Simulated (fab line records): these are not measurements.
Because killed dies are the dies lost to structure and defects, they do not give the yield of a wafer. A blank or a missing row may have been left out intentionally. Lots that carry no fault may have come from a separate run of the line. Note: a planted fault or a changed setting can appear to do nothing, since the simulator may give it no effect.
The tool behind it: which one? / flow sfq line / 39 wafers from 13 lots sampled at 4 of the route's 325 steps

WHAT THE GAUGES READ, wafer by wafer
SFQ_JJ_RS_MEAS_929: measurement is done with a four-point probe.
lot=L767; measured=day 47 07:14; on=film metro-03; JJ_NB_RS (ohm/sq)=1.043 1.049 1.047
lot=L769; measured=day 49 07:23; on=film metro-03; JJ_NB_RS (ohm/sq)=1.053 1.045 1.041
lot=L770; measured=day 49 08:33; on=film metro-04; JJ_NB_RS (ohm/sq)=1.053 1.047 1.039
lot=L771; measured=day 49 09:46; on=film metro-04; JJ_NB_RS (ohm/sq)=1.053 1.054 1.059
lot=L776; measured=day 56 17:29; on=film metro-04; JJ_NB_RS (ohm/sq)=1.031 1.028 1.040
lot=L777; measured=day 56 18:40; on=film metro-04; JJ_NB_RS (ohm/sq)=1.042 1.036 1.045
lot=L781; measured=day 57 04:14; on=film metro-03; JJ_NB_RS (ohm/sq)=2.180 1.054 2.200
lot=L782; measured=day 58 07:37; on=film metro-04; JJ_NB_RS (ohm/sq)=1.059 1.062 1.055
lot=L783; measured=day 61 07:41; on=film metro-01; JJ_NB_RS (ohm/sq)=1.049 1.045 1.035
lot=L784; measured=day 61 10:36; on=film metro-01; JJ_NB_RS (ohm/sq)=1.059 1.041 1.055
lot=L785; measured=day 61 14:10; on=film metro-01; JJ_NB_RS (ohm/sq)=1.041 1.056 1.051
lot=L786; measured=day 61 14:56; on=film metro-03; JJ_NB_RS (ohm/sq)=1.066 1.076 1.065
lot=L787; measured=day 61 21:11; on=film metro-04; JJ_NB_RS (ohm/sq)=1.043 1.047 1.052

TOOL THAT RAN EACH LOT (tool first, then ch and the chambers of the sampled wafers, then the start)
lot=L767; SFQ_TRILAYER_M4_STRIP_STRIP_097=rie metal-02 ch 0,1, day 46 21:35; SFQ_TRILAYER_I4_VIA_ETCH_VIA_ETCH_106=rie diel-02 ch 2,3, day 47 05:08; SFQ_TRILAYER_JJ_TRILAYER_DEP_SPUTTER_112=pvd sputter-06, day 47 07:08
lot=L769; SFQ_TRILAYER_M4_STRIP_STRIP_097=rie metal-02 ch 0,1, day 47 15:07; SFQ_TRILAYER_I4_VIA_ETCH_VIA_ETCH_106=rie diel-01 ch 0,1,3, day 49 05:14; SFQ_TRILAYER_JJ_TRILAYER_DEP_SPUTTER_112=pvd sputter-04, day 49 07:14
lot=L770; SFQ_TRILAYER_M4_STRIP_STRIP_097=rie metal-03 ch 0,1, day 47 19:36; SFQ_TRILAYER_I4_VIA_ETCH_VIA_ETCH_106=rie diel-02 ch 0,1,3, day 49 06:26; SFQ_TRILAYER_JJ_TRILAYER_DEP_SPUTTER_112=pvd sputter-04, day 49 08:28
lot=L771; SFQ_TRILAYER_M4_STRIP_STRIP_097=rie metal-03 ch 0,1, day 47 22:00; SFQ_TRILAYER_I4_VIA_ETCH_VIA_ETCH_106=rie diel-03 ch 1,2,3, day 49 07:38; SFQ_TRILAYER_JJ_TRILAYER_DEP_SPUTTER_112=pvd sputter-04, day 49 09:41
lot=L776; SFQ_TRILAYER_M4_STRIP_STRIP_097=rie metal-02 ch 0,1, day 55 14:24; SFQ_TRILAYER_I4_VIA_ETCH_VIA_ETCH_106=rie diel-01 ch 1,2, day 56 15:21; SFQ_TRILAYER_JJ_TRILAYER_DEP_SPUTTER_112=pvd sputter-03, day 56 17:22
lot=L777; SFQ_TRILAYER_M4_STRIP_STRIP_097=rie metal-04 ch 0,1, day 55 17:48; SFQ_TRILAYER_I4_VIA_ETCH_VIA_ETCH_106=rie diel-02 ch 0,1,2, day 56 16:33; SFQ_TRILAYER_JJ_TRILAYER_DEP_SPUTTER_112=pvd sputter-06, day 56 18:34
lot=L781; SFQ_TRILAYER_M4_STRIP_STRIP_097=rie metal-03 ch 0,1, day 56 07:19; SFQ_TRILAYER_I4_VIA_ETCH_VIA_ETCH_106=rie diel-02 ch 2,3, day 57 02:07; SFQ_TRILAYER_JJ_TRILAYER_DEP_SPUTTER_112=pvd sputter-04, day 57 04:07
lot=L782; SFQ_TRILAYER_M4_STRIP_STRIP_097=rie metal-02 ch 0,1, day 56 09:43; SFQ_TRILAYER_I4_VIA_ETCH_VIA_ETCH_106=rie diel-02 ch 1,2, day 58 05:28; SFQ_TRILAYER_JJ_TRILAYER_DEP_SPUTTER_112=pvd sputter-06, day 58 07:28
lot=L783; SFQ_TRILAYER_M4_STRIP_STRIP_097=rie metal-03 ch 0,1, day 60 21:21; SFQ_TRILAYER_I4_VIA_ETCH_VIA_ETCH_106=rie diel-03 ch 1,2,3, day 61 05:35; SFQ_TRILAYER_JJ_TRILAYER_DEP_SPUTTER_112=pvd sputter-04, day 61 07:35
lot=L784; SFQ_TRILAYER_M4_STRIP_STRIP_097=rie metal-04 ch 0,1, day 60 22:45; SFQ_TRILAYER_I4_VIA_ETCH_VIA_ETCH_106=rie diel-01 ch 0,1, day 61 08:27; SFQ_TRILAYER_JJ_TRILAYER_DEP_SPUTTER_112=pvd sputter-03, day 61 10:28
lot=L785; SFQ_TRILAYER_M4_STRIP_STRIP_097=rie metal-04 ch 0,1, day 61 02:17; SFQ_TRILAYER_I4_VIA_ETCH_VIA_ETCH_106=rie diel-03 ch 1,3, day 61 11:27; SFQ_TRILAYER_JJ_TRILAYER_DEP_SPUTTER_112=pvd sputter-06, day 61 14:04
lot=L786; SFQ_TRILAYER_M4_STRIP_STRIP_097=rie metal-03 ch 0,1, day 61 03:29; SFQ_TRILAYER_I4_VIA_ETCH_VIA_ETCH_106=rie diel-02 ch 0,2,3, day 61 12:50; SFQ_TRILAYER_JJ_TRILAYER_DEP_SPUTTER_112=pvd sputter-04, day 61 14:51
lot=L787; SFQ_TRILAYER_M4_STRIP_STRIP_097=rie metal-04 ch 0,1, day 61 05:53; SFQ_TRILAYER_I4_VIA_ETCH_VIA_ETCH_106=rie diel-01 ch 0,1,3, day 61 19:05; SFQ_TRILAYER_JJ_TRILAYER_DEP_SPUTTER_112=pvd sputter-03, day 61 21:06
- SFQ_TRILAYER_M4_STRIP_STRIP_097: strips in O2.
- SFQ_TRILAYER_I4_VIA_ETCH_VIA_ETCH_106: etches SiO2 in CHF3, stops on Nb, target depth 260 nm.
- SFQ_TRILAYER_JJ_TRILAYER_DEP_SPUTTER_112: material Nb, target thk 170 nm, time 113.3 s.

WHAT THE TOOLS THEMSELVES READ (means of the sampled wafers that have a number; where no wafer has one, the mark that the record gives instead)
SFQ_TRILAYER_M4_STRIP_STRIP_097.
lot=L767; tool=rie metal-02; drypump motor current A (A)=6.5; oes product au (a.u.)=0.992
lot=L769; tool=rie metal-02; drypump motor current A (A)=6.5; oes product au (a.u.)=0.991
lot=L770; tool=rie metal-03; drypump motor current A (A)=5.8; oes product au (a.u.)=0.987
lot=L771; tool=rie metal-03; drypump motor current A (A)=6.0; oes product au (a.u.)=0.993
lot=L776; tool=rie metal-02; drypump motor current A (A)=6.7; oes product au (a.u.)=1.005
lot=L777; tool=rie metal-04; drypump motor current A (A)=6.1; oes product au (a.u.)=0.999
lot=L781; tool=rie metal-03; drypump motor current A (A)=5.7; oes product au (a.u.)=0.989
lot=L782; tool=rie metal-02; drypump motor current A (A)=6.7; oes product au (a.u.)=1.010
lot=L783; tool=rie metal-03; drypump motor current A (A)=6.0; oes product au (a.u.)=0.996
lot=L784; tool=rie metal-04; drypump motor current A (A)=6.1; oes product au (a.u.)=1.003
lot=L785; tool=rie metal-04; drypump motor current A (A)=6.1; oes product au (a.u.)=0.999
lot=L786; tool=rie metal-03; drypump motor current A (A)=6.0; oes product au (a.u.)=1.000
lot=L787; tool=rie metal-04; drypump motor current A (A)=5.8; oes product au (a.u.)=1.005

SFQ_TRILAYER_I4_VIA_ETCH_VIA_ETCH_106.
lot=L767; tool=rie diel-02; drypump motor current A (A)=5.8; oes product au (a.u.)=0.855
lot=L769; tool=rie diel-01; drypump motor current A (A)=6.2; oes product au (a.u.)=0.851
lot=L770; tool=rie diel-02; drypump motor current A (A)=6.0; oes product au (a.u.)=0.850
lot=L771; tool=rie diel-03; drypump motor current A (A)=5.6; oes product au (a.u.)=0.853
lot=L776; tool=rie diel-01; drypump motor current A (A)=5.8; oes product au (a.u.)=0.855
lot=L777; tool=rie diel-02; drypump motor current A (A)=5.9; oes product au (a.u.)=0.856
lot=L781; tool=rie diel-02; drypump motor current A (A)=5.9; oes product au (a.u.)=0.857
lot=L782; tool=rie diel-02; drypump motor current A (A)=5.7; oes product au (a.u.)=0.858
lot=L783; tool=rie diel-03; drypump motor current A (A)=5.6; oes product au (a.u.)=0.850
lot=L784; tool=rie diel-01; drypump motor current A (A)=6.1; oes product au (a.u.)=0.852
lot=L785; tool=rie diel-03; drypump motor current A (A)=5.4; oes product au (a.u.)=0.849
lot=L786; tool=rie diel-02; drypump motor current A (A)=6.0; oes product au (a.u.)=0.853
lot=L787; tool=rie diel-01; drypump motor current A (A)=6.2; oes product au (a.u.)=0.859

SFQ_TRILAYER_JJ_TRILAYER_DEP_SPUTTER_112.
lot=L767; tool=pvd sputter-06; chamber pressure pa (Pa)=0.13312; throttle valve pct (%)=29.2
lot=L769; tool=pvd sputter-04; chamber pressure pa (Pa)=0.13317; throttle valve pct (%)=29.4
lot=L770; tool=pvd sputter-04; chamber pressure pa (Pa)=0.13296; throttle valve pct (%)=29.7
lot=L771; tool=pvd sputter-04; chamber pressure pa (Pa)=0.13329; throttle valve pct (%)=29.5
lot=L776; tool=pvd sputter-03; chamber pressure pa (Pa)=0.13350; throttle valve pct (%)=29.3
lot=L777; tool=pvd sputter-06; chamber pressure pa (Pa)=0.13336; throttle valve pct (%)=29.7
lot=L781; tool=pvd sputter-04; chamber pressure pa (Pa)=0.13330; throttle valve pct (%)=30.2
lot=L782; tool=pvd sputter-06; chamber pressure pa (Pa)=0.13335; throttle valve pct (%)=28.8
lot=L783; tool=pvd sputter-04; chamber pressure pa (Pa)=0.13336; throttle valve pct (%)=30.2
lot=L784; tool=pvd sputter-03; chamber pressure pa (Pa)=0.13318; throttle valve pct (%)=30.2
lot=L785; tool=pvd sputter-06; chamber pressure pa (Pa)=0.13364; throttle valve pct (%)=30.2
lot=L786; tool=pvd sputter-04; chamber pressure pa (Pa)=0.13336; throttle valve pct (%)=29.5
lot=L787; tool=pvd sputter-03; chamber pressure pa (Pa)=0.13319; throttle valve pct (%)=29.6

THE ANSWER, worked out from the rows above alone
Rule: the lots themselves supply what counts as usual. The widest of any qualifying gaps counts: lots, ordered by their means at a reading, are off when they make up no more than a third of the lots, leave a main group of 4 or more, and stand apart from it by 3 or more times the standard deviation of that group's means. If all means in a main group match to the digits the tables above print for the reading, that group is not used. Also off: a lot with no number at a reading for which 4 or more lots have one. Any other lot the step has rows for is counted as sound. After the gauges, taken in route order, come the tools' own readings; for these a lot's mean is taken, as printed above. At the first step where some lot is off, the reading lying furthest off is the one used; lots without a number count as furthest.
Off: at SFQ_JJ_RS_MEAS_929 (JJ_NB_RS), L781. Mean 1.049 ohm/sq and standard deviation 0.0088 in the main group.
A tool fits if, at a process step before that reading, it ran every lot that is off, and no sound lot after the first of them. Those tools and the gauges at SFQ_JJ_RS_MEAS_929 are tried in the same way. Of those tried, none fits.

WHAT WAS PUT IN BY THE SIMULATOR
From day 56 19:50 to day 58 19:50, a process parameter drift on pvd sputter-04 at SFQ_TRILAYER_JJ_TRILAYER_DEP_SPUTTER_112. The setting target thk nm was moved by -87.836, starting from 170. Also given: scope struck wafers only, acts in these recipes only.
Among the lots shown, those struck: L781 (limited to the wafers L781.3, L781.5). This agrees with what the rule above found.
